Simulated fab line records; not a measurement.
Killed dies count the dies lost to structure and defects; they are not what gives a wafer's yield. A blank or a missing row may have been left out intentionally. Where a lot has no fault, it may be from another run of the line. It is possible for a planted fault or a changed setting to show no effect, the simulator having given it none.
Which of the tools did it? :: flow sky130 :: 24 lots, 72 wafers sampled, at 6 steps of a route of 708

WHAT THE GAUGES SHOWED, per wafer
SKY_VIA1_OVL_MEAS_13. Usual: VIA1_OVL typically reads 1 nm, with standard deviation 5.5.
lot: L074
measured: day 34 04:20
on: overlay-01
VIA1_OVL (nm): -3 -1 -3
flag: 

lot: L075
measured: day 34 10:52
on: overlay-02
VIA1_OVL (nm): 8 3 0
flag: 

lot: L076
measured: day 34 10:57
on: overlay-01
VIA1_OVL (nm): 2 -9 0
flag: 

lot: L077
measured: day 35 04:34
on: overlay-01
VIA1_OVL (nm): -8 -4 3
flag: 

lot: L078
measured: day 35 09:23
on: overlay-01
VIA1_OVL (nm): 4 3 4
flag: 

lot: L079
measured: day 35 19:45
on: overlay-02
VIA1_OVL (nm): 12 10 13
flag: 

lot: L080
measured: day 35 22:43
on: overlay-02
VIA1_OVL (nm): 6 -5 -5
flag: 

lot: L081
measured: day 36 02:43
on: overlay-01
VIA1_OVL (nm): 7 3 -2
flag: 

lot: L082
measured: day 36 13:55
on: overlay-02
VIA1_OVL (nm): -4 -1 3
flag: 

lot: L083
measured: day 36 21:06
on: overlay-02
VIA1_OVL (nm): 3 5 9
flag: 

lot: L085
measured: day 37 04:28
on: overlay-02
VIA1_OVL (nm): 4 -3 1
flag: 

lot: L084
measured: day 37 06:08
on: overlay-01
VIA1_OVL (nm): -1 7 5
flag: 

lot: L086
measured: day 37 13:29
on: overlay-01
VIA1_OVL (nm): 2 2 5
flag: 

lot: L087
measured: day 37 21:25
on: overlay-02
VIA1_OVL (nm): -4 2 6
flag: 

lot: L088
measured: day 38 01:39
on: overlay-02
VIA1_OVL (nm): 0 -6 1
flag: 

lot: L089
measured: day 38 12:22
on: overlay-02
VIA1_OVL (nm): -7 -2 1
flag: 

lot: L090
measured: day 38 23:33
on: overlay-01
VIA1_OVL (nm): -15 -7 -6
flag: 

lot: L091
measured: day 39 17:33
on: overlay-01
VIA1_OVL (nm): 12 8 1
flag: 

lot: L092
measured: day 39 19:49
on: overlay-02
VIA1_OVL (nm): -3 5 5
flag: 

lot: L093
measured: day 39 19:06
on: overlay-01
VIA1_OVL (nm): 5 5 10
flag: 

lot: L094
measured: day 39 22:28
on: overlay-02
VIA1_OVL (nm): 9 -2 4
flag: 

lot: L095
measured: day 40 09:52
on: overlay-02
VIA1_OVL (nm): 2 3 5
flag: 

lot: L096
measured: day 40 16:45
on: overlay-01
VIA1_OVL (nm): 2 18 13
flag: 

lot: L097
measured: day 40 22:38
on: overlay-01
VIA1_OVL (nm): -4 -8 -5
flag: 

SKY_VIA2_THK_MEAS_01. Usual: VIA2_HDPCVD_THK typically reads 1173 nm, with standard deviation 12.
lot: L074
measured: day 35 09:03
on: film metro-01
VIA2_HDPCVD_THK (nm): 1172 1177 1178
flag: 

lot: L075
measured: day 35 13:32
on: film metro-01
VIA2_HDPCVD_THK (nm): 1181 1181 1175
flag: 

lot: L076
measured: day 35 13:55
on: film metro-01
VIA2_HDPCVD_THK (nm): 1205 1167 1183
flag: 

lot: L077
measured: day 36 08:23
on: film metro-04
VIA2_HDPCVD_THK (nm): 1202 1189 1184
flag: 

lot: L078
measured: day 36 14:49
on: film metro-03
VIA2_HDPCVD_THK (nm): 1162 1151 1173
flag: 

lot: L079
measured: day 37 01:07
on: film metro-03
VIA2_HDPCVD_THK (nm): 1206 1171 1187
flag: 

lot: L080
measured: day 37 03:39
on: film metro-04
VIA2_HDPCVD_THK (nm): 1167 1170 1179
flag: 

lot: L081
measured: day 37 07:17
on: film metro-04
VIA2_HDPCVD_THK (nm): 1157 1171 1160
flag: 

lot: L082
measured: day 37 18:17
on: film metro-04
VIA2_HDPCVD_THK (nm): 1157 1171 1155
flag: 

lot: L083
measured: day 38 00:20
on: film metro-04
VIA2_HDPCVD_THK (nm): 1187 1181 1196
flag: 

lot: L085
measured: day 38 08:01
on: film metro-04
VIA2_HDPCVD_THK (nm): 1170 1184 1178
flag: 

lot: L084
measured: day 38 10:49
on: film metro-04
VIA2_HDPCVD_THK (nm): 1167 1163 1163
flag: 

lot: L086
measured: day 38 17:38
on: film metro-04
VIA2_HDPCVD_THK (nm): 1174 1171 1178
flag: 

lot: L087
measured: day 39 00:59
on: film metro-01
VIA2_HDPCVD_THK (nm): 1187 1186 1177
flag: 

lot: L088
measured: day 39 05:24
on: film metro-03
VIA2_HDPCVD_THK (nm): 1176 1192 1169
flag: 

lot: L089
measured: day 39 14:59
on: film metro-04
VIA2_HDPCVD_THK (nm): 1161 1167 1172
flag: 

lot: L090
measured: day 40 07:01
on: film metro-04
VIA2_HDPCVD_THK (nm): 1150 1162 1162
flag: 

lot: L091
measured: day 40 20:13
on: film metro-04
VIA2_HDPCVD_THK (nm): 1159 1151 1163
flag: 

lot: L092
measured: day 40 22:33
on: film metro-01
VIA2_HDPCVD_THK (nm): 1174 1177 1171
flag: 

lot: L093
measured: day 40 22:08
on: film metro-01
VIA2_HDPCVD_THK (nm): 1171 1164 1155
flag: 

lot: L094
measured: day 41 01:37
on: film metro-03
VIA2_HDPCVD_THK (nm): 1170 1180 1164
flag: 

lot: L095
measured: day 41 12:34
on: film metro-01
VIA2_HDPCVD_THK (nm): 1179 1188 1190
flag: 

lot: L096
measured: day 41 19:47
on: film metro-03
VIA2_HDPCVD_THK (nm): 1171 1168 1158
flag: 

lot: L097
measured: day 42 00:50
on: film metro-01
VIA2_HDPCVD_THK (nm): 1184 1181 1179
flag: 

SKY_VIA3_BOW_MEAS_03. Usual: VIA3_BOW typically reads 80 um, with standard deviation 7.9.
lot: L074
measured: day 38 19:14
on: film metro-02
VIA3_BOW (um): 86 80 74
flag: 

lot: L075
measured: day 38 23:22
on: film metro-02
VIA3_BOW (um): 99 91 88
flag: 

lot: L076
measured: day 39 04:20
on: film metro-01
VIA3_BOW (um): 82 87 76
flag: 

lot: L077
measured: day 39 16:25
on: film metro-01
VIA3_BOW (um): 75 77 72
flag: 

lot: L078
measured: day 39 22:52
on: film metro-02
VIA3_BOW (um): 83 74 74
flag: 

lot: L079
measured: day 40 08:36
on: film metro-01
VIA3_BOW (um): 75 92 67
flag: 

lot: L080
measured: day 40 10:17
on: film metro-02
VIA3_BOW (um): 88 78 64
flag: 

lot: L081
measured: day 40 15:08
on: film metro-02
VIA3_BOW (um): 90 73 68
flag: 

lot: L082
measured: day 41 01:05
on: film metro-02
VIA3_BOW (um): 74 80 68
flag: 

lot: L083
measured: day 41 08:50
on: film metro-01
VIA3_BOW (um): 88 65 74
flag: 

lot: L085
measured: day 41 13:14
on: film metro-01
VIA3_BOW (um): 70 82 83
flag: 

lot: L084
measured: day 41 17:16
on: film metro-02
VIA3_BOW (um): 73 85 91
flag: 

lot: L086
measured: day 41 22:43
on: film metro-02
VIA3_BOW (um): 91 89 93
flag: 

lot: L087
measured: day 42 08:51
on: film metro-01
VIA3_BOW (um): 79 76 75
flag: 

lot: L088
measured: day 42 09:12
on: film metro-02
VIA3_BOW (um): 83 86 86
flag: 

lot: L089
measured: day 42 20:11
on: film metro-03
VIA3_BOW (um): 88 74 72
flag: 

lot: L090
measured: day 43 08:59
on: film metro-02
VIA3_BOW (um): 77 85 80
flag: 

lot: L091
measured: day 43 22:04
on: film metro-02
VIA3_BOW (um): 85 72 81
flag: 

lot: L092
measured: day 44 00:42
on: film metro-02
VIA3_BOW (um): 80 69 68
flag: 

lot: L093
measured: day 44 00:27
on: film metro-03
VIA3_BOW (um): 86 84 89
flag: 

lot: L094
measured: day 44 04:13
on: film metro-01
VIA3_BOW (um): 92 74 87
flag: 

lot: L095
measured: day 44 12:58
on: film metro-03
VIA3_BOW (um): 91 85 90
flag: 

lot: L096
measured: day 44 22:10
on: film metro-01
VIA3_BOW (um): 75 71 69
flag: 

lot: L097
measured: day 45 02:03
on: film metro-01
VIA3_BOW (um): 83 75 84
flag: 

WHICH TOOL RAN EACH LOT (tool, then ch and the chambers of the sampled wafers, then the start)
lot: L074
SKY_POLY_GATE_ETCH_15: rie diel-04 ch 0,2,3, day 16 16:49
SKY_VIA1_CMP_02: cmp-01 ch 1,2,3, day 33 00:38
SKY_METAL2_DESCUM_17: rie metal-02 ch 0,1, day 35 08:09

lot: L075
SKY_POLY_GATE_ETCH_15: rie diel-04 ch 0,2, day 16 22:13
SKY_VIA1_CMP_02: cmp-02 ch 1,3, day 33 07:08
SKY_METAL2_DESCUM_17: rie metal-04 ch 0,1, day 35 12:38

lot: L076
SKY_POLY_GATE_ETCH_15: rie diel-01 ch 1,2,3, day 16 22:17
SKY_VIA1_CMP_02: cmp-01 ch 0,1,2, day 33 07:33
SKY_METAL2_DESCUM_17: rie metal-03 ch 0,1, day 35 13:00

lot: L077
SKY_POLY_GATE_ETCH_15: rie diel-04 ch 0,2,3, day 17 18:13
SKY_VIA1_CMP_02: cmp-01 ch 1,2, day 34 01:56
SKY_METAL2_DESCUM_17: rie metal-03 ch 1, day 36 07:29

lot: L078
SKY_POLY_GATE_ETCH_15: rie diel-02 ch 1,2, day 18 02:47
SKY_VIA1_CMP_02: cmp-02 ch 0,2,3, day 34 07:46
SKY_METAL2_DESCUM_17: rie metal-02 ch 0,1, day 36 13:53

lot: L079
SKY_POLY_GATE_ETCH_15: rie diel-01 ch 0,1,2, day 18 15:31
SKY_VIA1_CMP_02: cmp-01 ch 1,2,3, day 34 18:02
SKY_METAL2_DESCUM_17: rie metal-03 ch 0,1, day 37 00:12

lot: L080
SKY_POLY_GATE_ETCH_15: rie diel-04 ch 0,1,3, day 18 18:47
SKY_VIA1_CMP_02: cmp-01 ch 0,1,3, day 34 21:43
SKY_METAL2_DESCUM_17: rie metal-02 ch 0,1, day 37 02:44

lot: L081
SKY_POLY_GATE_ETCH_15: rie diel-04 ch 2,3, day 18 20:23
SKY_VIA1_CMP_02: cmp-02 ch 1,3, day 35 01:32
SKY_METAL2_DESCUM_17: rie metal-03 ch 0,1, day 37 06:21

lot: L082
SKY_POLY_GATE_ETCH_15: rie diel-02 ch 0,3, day 19 11:23
SKY_VIA1_CMP_02: cmp-02 ch 1,2, day 35 10:45
SKY_METAL2_DESCUM_17: rie metal-02 ch 0,1, day 37 17:18

lot: L083
SKY_POLY_GATE_ETCH_15: rie diel-04 ch 0,2, day 19 16:40
SKY_VIA1_CMP_02: cmp-02 ch 0,1, day 35 18:20
SKY_METAL2_DESCUM_17: rie metal-02 ch 0,1, day 37 23:25

lot: L085
SKY_POLY_GATE_ETCH_15: rie diel-02 ch 1,3, day 20 01:29
SKY_VIA1_CMP_02: cmp-01 ch 0,1,2, day 36 02:37
SKY_METAL2_DESCUM_17: rie metal-02 ch 0, day 38 07:06

lot: L084
SKY_POLY_GATE_ETCH_15: rie diel-04 ch 2,3, day 20 01:43
SKY_VIA1_CMP_02: cmp-01 ch 1,2,3, day 36 03:34
SKY_METAL2_DESCUM_17: rie metal-02 ch 0,1, day 38 09:54

lot: L086
SKY_POLY_GATE_ETCH_15: rie diel-01 ch 0,1,3, day 20 14:38
SKY_VIA1_CMP_02: cmp-01 ch 0,3, day 36 10:47
SKY_METAL2_DESCUM_17: rie metal-04 ch 1, day 38 16:33

lot: L087
SKY_POLY_GATE_ETCH_15: rie diel-01 ch 0,1,2, day 21 00:42
SKY_VIA1_CMP_02: cmp-02 ch 0,1,2, day 36 19:16
SKY_METAL2_DESCUM_17: rie metal-03 ch 0,1, day 39 00:04

lot: L088
SKY_POLY_GATE_ETCH_15: rie diel-01 ch 0,1,3, day 21 05:10
SKY_VIA1_CMP_02: cmp-02 ch 0,1,3, day 36 23:29
SKY_METAL2_DESCUM_17: rie metal-03 ch 0,1, day 39 04:29

lot: L089
SKY_POLY_GATE_ETCH_15: rie diel-04 ch 0,1, day 21 18:59
SKY_VIA1_CMP_02: cmp-01 ch 0,1,2, day 37 11:50
SKY_METAL2_DESCUM_17: rie metal-02 ch 1, day 39 14:03

lot: L090
SKY_POLY_GATE_ETCH_15: rie diel-01 ch 1,3, day 22 09:59
SKY_VIA1_CMP_02: cmp-01 ch 0,1,3, day 37 22:54
SKY_METAL2_DESCUM_17: rie metal-03 ch 0,1, day 40 06:06

lot: L091
SKY_POLY_GATE_ETCH_15: rie diel-02 ch 1,2,3, day 23 05:12
SKY_VIA1_CMP_02: cmp-02 ch 0,1,2, day 38 16:52
SKY_METAL2_DESCUM_17: rie metal-03 ch 0,1, day 40 19:18

lot: L092
SKY_POLY_GATE_ETCH_15: rie diel-04 ch 0,1,2, day 23 06:09
SKY_VIA1_CMP_02: cmp-02 ch 0,1,3, day 38 18:38
SKY_METAL2_DESCUM_17: rie metal-02 ch 0,1, day 40 21:35

lot: L093
SKY_POLY_GATE_ETCH_15: rie diel-02 ch 0,1, day 23 06:30
SKY_VIA1_CMP_02: cmp-02 ch 1,2, day 38 17:49
SKY_METAL2_DESCUM_17: rie metal-04 ch 0,1, day 40 21:14

lot: L094
SKY_POLY_GATE_ETCH_15: rie diel-02 ch 0,2,3, day 23 13:33
SKY_VIA1_CMP_02: cmp-01 ch 0,3, day 38 21:49
SKY_METAL2_DESCUM_17: rie metal-04 ch 0,1, day 41 00:41

lot: L095
SKY_POLY_GATE_ETCH_15: rie diel-01 ch 2,3, day 24 00:03
SKY_VIA1_CMP_02: cmp-02 ch 2,3, day 39 09:19
SKY_METAL2_DESCUM_17: rie metal-02 ch 0,1, day 41 11:40

lot: L096
SKY_POLY_GATE_ETCH_15: rie diel-01 ch 0,1,3, day 24 10:09
SKY_VIA1_CMP_02: cmp-01 ch 0,2,3, day 39 15:24
SKY_METAL2_DESCUM_17: rie metal-02 ch 0,1, day 41 18:47

lot: L097
SKY_POLY_GATE_ETCH_15: rie diel-04 ch 0,1,3, day 24 15:09
SKY_VIA1_CMP_02: cmp-01 ch 1,2, day 39 22:22
SKY_METAL2_DESCUM_17: rie metal-04 ch 0,1, day 41 23:55
- SKY_POLY_GATE_ETCH_15: etches BARC in N2/H2, stops on SiO2, time 118.5 s, target depth 110 nm.
- SKY_VIA1_CMP_02: polishes SiO2.
- SKY_METAL2_DESCUM_17: chemistry O2, time 8 s.

WHAT THE TOOLS THEMSELVES READ (means of the sampled wafers that have a number; where no wafer has one, the mark that the record gives instead)
SKY_POLY_GATE_ETCH_15. Usual: chamber pressure mTorr 30.003 mTorr, standard deviation 0.029; drypump motor current A 5.5 A, standard deviation 0.34; oes product au 0.717 a.u., standard deviation 0.0047; throttle valve pct 13.211 %, standard deviation 0.0097.
lot: L074
tool: rie diel-04
chamber pressure mTorr (mTorr): 30.038
drypump motor current A (A): 5.3
oes product au (a.u.): 0.712
throttle valve pct (%): 13.221
flag: 

lot: L075
tool: rie diel-04
chamber pressure mTorr (mTorr): 29.987
drypump motor current A (A): 5.3
oes product au (a.u.): 0.715
throttle valve pct (%): 13.215
flag: 

lot: L076
tool: rie diel-01
chamber pressure mTorr (mTorr): 30.002
drypump motor current A (A): 5.7
oes product au (a.u.): 0.721
throttle valve pct (%): 13.209
flag: 

lot: L077
tool: rie diel-04
chamber pressure mTorr (mTorr): 29.976
drypump motor current A (A): 5.3
oes product au (a.u.): 0.719
throttle valve pct (%): 13.216
flag: 

lot: L078
tool: rie diel-02
chamber pressure mTorr (mTorr): 30.006
drypump motor current A (A): 5.9
oes product au (a.u.): 0.716
throttle valve pct (%): 13.200
flag: 

lot: L079
tool: rie diel-01
chamber pressure mTorr (mTorr): 30.017
drypump motor current A (A): 5.6
oes product au (a.u.): 0.715
throttle valve pct (%): 13.211
flag: 

lot: L080
tool: rie diel-04
chamber pressure mTorr (mTorr): 30.026
drypump motor current A (A): 5.2
oes product au (a.u.): 0.715
throttle valve pct (%): 13.215
flag: 

lot: L081
tool: rie diel-04
chamber pressure mTorr (mTorr): 30.000
drypump motor current A (A): 5.4
oes product au (a.u.): 0.711
throttle valve pct (%): 13.212
flag: 

lot: L082
tool: rie diel-02
chamber pressure mTorr (mTorr): 30.003
drypump motor current A (A): 5.6
oes product au (a.u.): 0.719
throttle valve pct (%): 13.214
flag: 

lot: L083
tool: rie diel-04
chamber pressure mTorr (mTorr): 29.988
drypump motor current A (A): 5.3
oes product au (a.u.): 0.720
throttle valve pct (%): 13.207
flag: 

lot: L085
tool: rie diel-02
chamber pressure mTorr (mTorr): 30.000
drypump motor current A (A): 5.9
oes product au (a.u.): 0.713
throttle valve pct (%): 13.202
flag: 

lot: L084
tool: rie diel-04
chamber pressure mTorr (mTorr): 29.983
drypump motor current A (A): 5.3
oes product au (a.u.): 0.719
throttle valve pct (%): 13.217
flag: 

lot: L086
tool: rie diel-01
chamber pressure mTorr (mTorr): 30.014
drypump motor current A (A): 5.6
oes product au (a.u.): 0.717
throttle valve pct (%): 13.208
flag: 

lot: L087
tool: rie diel-01
chamber pressure mTorr (mTorr): 30.007
drypump motor current A (A): 5.7
oes product au (a.u.): 0.720
throttle valve pct (%): 13.205
flag: 

lot: L088
tool: rie diel-01
chamber pressure mTorr (mTorr): 30.014
drypump motor current A (A): 5.6
oes product au (a.u.): 0.713
throttle valve pct (%): 13.217
flag: 

lot: L089
tool: rie diel-04
chamber pressure mTorr (mTorr): 30.016
drypump motor current A (A): 5.1
oes product au (a.u.): 0.717
throttle valve pct (%): 13.213
flag: 

lot: L090
tool: rie diel-01
chamber pressure mTorr (mTorr): 29.988
drypump motor current A (A): 5.5
oes product au (a.u.): 0.716
throttle valve pct (%): 13.217
flag: 

lot: L091
tool: rie diel-02
chamber pressure mTorr (mTorr): 29.995
drypump motor current A (A): 5.7
oes product au (a.u.): 0.718
throttle valve pct (%): 13.205
flag: 

lot: L092
tool: rie diel-04
chamber pressure mTorr (mTorr): 30.013
drypump motor current A (A): 5.3
oes product au (a.u.): 0.716
throttle valve pct (%): 13.215
flag: 

lot: L093
tool: rie diel-02
chamber pressure mTorr (mTorr): 30.004
drypump motor current A (A): 5.8
oes product au (a.u.): 0.713
throttle valve pct (%): 13.209
flag: 

lot: L094
tool: rie diel-02
chamber pressure mTorr (mTorr): 29.955
drypump motor current A (A): 5.4
oes product au (a.u.): 0.724
throttle valve pct (%): 13.217
flag: 

lot: L095
tool: rie diel-01
chamber pressure mTorr (mTorr): 30.039
drypump motor current A (A): 5.9
oes product au (a.u.): 0.717
throttle valve pct (%): 13.214
flag: 

lot: L096
tool: rie diel-01
chamber pressure mTorr (mTorr): 29.987
drypump motor current A (A): 5.6
oes product au (a.u.): 0.716
throttle valve pct (%): 13.215
flag: 

lot: L097
tool: rie diel-04
chamber pressure mTorr (mTorr): 30.018
drypump motor current A (A): 5.2
oes product au (a.u.): 0.726
throttle valve pct (%): 13.211
flag: 

SKY_VIA1_CMP_02. Usual: motor current A 12.2 A, standard deviation 1.4; slurry flow ml min 150.0, standard deviation 0.5.
lot: L074
tool: cmp-01
motor current A (A): 12.1
slurry flow ml min: 149.8
flag: 

lot: L075
tool: cmp-02
motor current A (A): 11.7
slurry flow ml min: 150.0
flag: 

lot: L076
tool: cmp-01
motor current A (A): 11.7
slurry flow ml min: 149.8
flag: 

lot: L077
tool: cmp-01
motor current A (A): 10.7
slurry flow ml min: 150.3
flag: 

lot: L078
tool: cmp-02
motor current A (A): 12.2
slurry flow ml min: 149.8
flag: 

lot: L079
tool: cmp-01
motor current A (A): 12.3
slurry flow ml min: 150.0
flag: 

lot: L080
tool: cmp-01
motor current A (A): 12.1
slurry flow ml min: 150.7
flag: 

lot: L081
tool: cmp-02
motor current A (A): 11.8
slurry flow ml min: 149.7
flag: 

lot: L082
tool: cmp-02
motor current A (A): 12.1
slurry flow ml min: 150.4
flag: 

lot: L083
tool: cmp-02
motor current A (A): 13.4
slurry flow ml min: 150.1
flag: 

lot: L085
tool: cmp-01
motor current A (A): 11.4
slurry flow ml min: 149.9
flag: 

lot: L084
tool: cmp-01
motor current A (A): 12.1
slurry flow ml min: 150.1
flag: 

lot: L086
tool: cmp-01
motor current A (A): 13.4
slurry flow ml min: 149.3
flag: 

lot: L087
tool: cmp-02
motor current A (A): 12.6
slurry flow ml min: 150.1
flag: 

lot: L088
tool: cmp-02
motor current A (A): 13.0
slurry flow ml min: 150.0
flag: 

lot: L089
tool: cmp-01
motor current A (A): 11.8
slurry flow ml min: 149.4
flag: 

lot: L090
tool: cmp-01
motor current A (A): 11.8
slurry flow ml min: 149.8
flag: 

lot: L091
tool: cmp-02
motor current A (A): 12.7
slurry flow ml min: 150.3
flag: 

lot: L092
tool: cmp-02
motor current A (A): 13.2
slurry flow ml min: 149.9
flag: 

lot: L093
tool: cmp-02
motor current A (A): 12.1
slurry flow ml min: 149.6
flag: 

lot: L094
tool: cmp-01
motor current A (A): 12.9
slurry flow ml min: 150.2
flag: 

lot: L095
tool: cmp-02
motor current A (A): 11.7
slurry flow ml min: 149.9
flag: 

lot: L096
tool: cmp-01
motor current A (A): 12.5
slurry flow ml min: 150.2
flag: 

lot: L097
tool: cmp-01
motor current A (A): 10.9
slurry flow ml min: 149.8
flag: 

SKY_METAL2_DESCUM_17. Usual: chamber pressure mTorr 10.000 mTorr, standard deviation 0.0088; drypump motor current A 5.43 A, standard deviation 0.29; oes product au 0.997 a.u., standard deviation 0.0073.
lot: L074
tool: rie metal-02
chamber pressure mTorr (mTorr): 9.993
drypump motor current A (A): 5.32
oes product au (a.u.): 1.002
flag: 

lot: L075
tool: rie metal-04
chamber pressure mTorr (mTorr): 10.002
drypump motor current A (A): 5.12
oes product au (a.u.): 0.987
flag: 

lot: L076
tool: rie metal-03
chamber pressure mTorr (mTorr): 9.998
drypump motor current A (A): 5.72
oes product au (a.u.): 0.995
flag: 

lot: L077
tool: rie metal-03
chamber pressure mTorr (mTorr): 10.000
drypump motor current A (A): 5.74
oes product au (a.u.): 0.997
flag: 

lot: L078
tool: rie metal-02
chamber pressure mTorr (mTorr): 9.996
drypump motor current A (A): 5.34
oes product au (a.u.): 0.996
flag: 

lot: L079
tool: rie metal-03
chamber pressure mTorr (mTorr): 9.992
drypump motor current A (A): 5.72
oes product au (a.u.): 0.997
flag: 

lot: L080
tool: rie metal-02
chamber pressure mTorr (mTorr): 9.997
drypump motor current A (A): 5.22
oes product au (a.u.): 1.003
flag: 

lot: L081
tool: rie metal-03
chamber pressure mTorr (mTorr): 9.998
drypump motor current A (A): 5.73
oes product au (a.u.): 0.984
flag: 

lot: L082
tool: rie metal-02
chamber pressure mTorr (mTorr): 10.007
drypump motor current A (A): 5.31
oes product au (a.u.): 0.998
flag: 

lot: L083
tool: rie metal-02
chamber pressure mTorr (mTorr): 10.001
drypump motor current A (A): 5.23
oes product au (a.u.): 0.997
flag: 

lot: L085
tool: rie metal-02
chamber pressure mTorr (mTorr): 9.996
drypump motor current A (A): 5.13
oes product au (a.u.): 0.998
flag: 

lot: L084
tool: rie metal-02
chamber pressure mTorr (mTorr): 10.000
drypump motor current A (A): 5.23
oes product au (a.u.): 0.996
flag: 

lot: L086
tool: rie metal-04
chamber pressure mTorr (mTorr): 10.013
drypump motor current A (A): 5.71
oes product au (a.u.): 1.002
flag: 

lot: L087
tool: rie metal-03
chamber pressure mTorr (mTorr): 10.008
drypump motor current A (A): 5.71
oes product au (a.u.): 0.993
flag: 

lot: L088
tool: rie metal-03
chamber pressure mTorr (mTorr): 9.997
drypump motor current A (A): 5.65
oes product au (a.u.): 0.990
flag: 

lot: L089
tool: rie metal-02
chamber pressure mTorr (mTorr): 10.003
drypump motor current A (A): 5.47
oes product au (a.u.): 1.003
flag: 

lot: L090
tool: rie metal-03
chamber pressure mTorr (mTorr): 10.002
drypump motor current A (A): 5.66
oes product au (a.u.): 0.988
flag: 

lot: L091
tool: rie metal-03
chamber pressure mTorr (mTorr): 9.994
drypump motor current A (A): 5.69
oes product au (a.u.): 0.993
flag: 

lot: L092
tool: rie metal-02
chamber pressure mTorr (mTorr): 10.000
drypump motor current A (A): 5.35
oes product au (a.u.): 0.998
flag: 

lot: L093
tool: rie metal-04
chamber pressure mTorr (mTorr): 9.996
drypump motor current A (A): 5.41
oes product au (a.u.): 1.000
flag: 

lot: L094
tool: rie metal-04
chamber pressure mTorr (mTorr): 10.004
drypump motor current A (A): 5.43
oes product au (a.u.): 0.997
flag: 

lot: L095
tool: rie metal-02
chamber pressure mTorr (mTorr): 10.001
drypump motor current A (A): 5.34
oes product au (a.u.): 1.001
flag: 

lot: L096
tool: rie metal-02
chamber pressure mTorr (mTorr): 9.999
drypump motor current A (A): 5.24
oes product au (a.u.): 1.004
flag: 

lot: L097
tool: rie metal-04
chamber pressure mTorr (mTorr): 9.999
drypump motor current A (A): 5.42
oes product au (a.u.): 1.002
flag: 

THE ANSWER, worked out from the rows above alone
Rule: take the mean of a lot's wafers that have a number; if it is more than 3 standard deviations from the usual mean, the lot is off. A lot without any number at a reading at which 4 lots or more have one is off too. The other lots that the step has rows for count as sound. The gauges are gone through in route order, then the tools' own readings, and for those a lot's mean is taken as printed above. The first step at which some lot is off is used, and at that step the reading that is off furthest; a lot without a number counts as furthest.
No lot is off on any of the readings shown, so nothing can be concluded from this.

WHAT HAD BEEN PUT IN BY THE SIMULATOR
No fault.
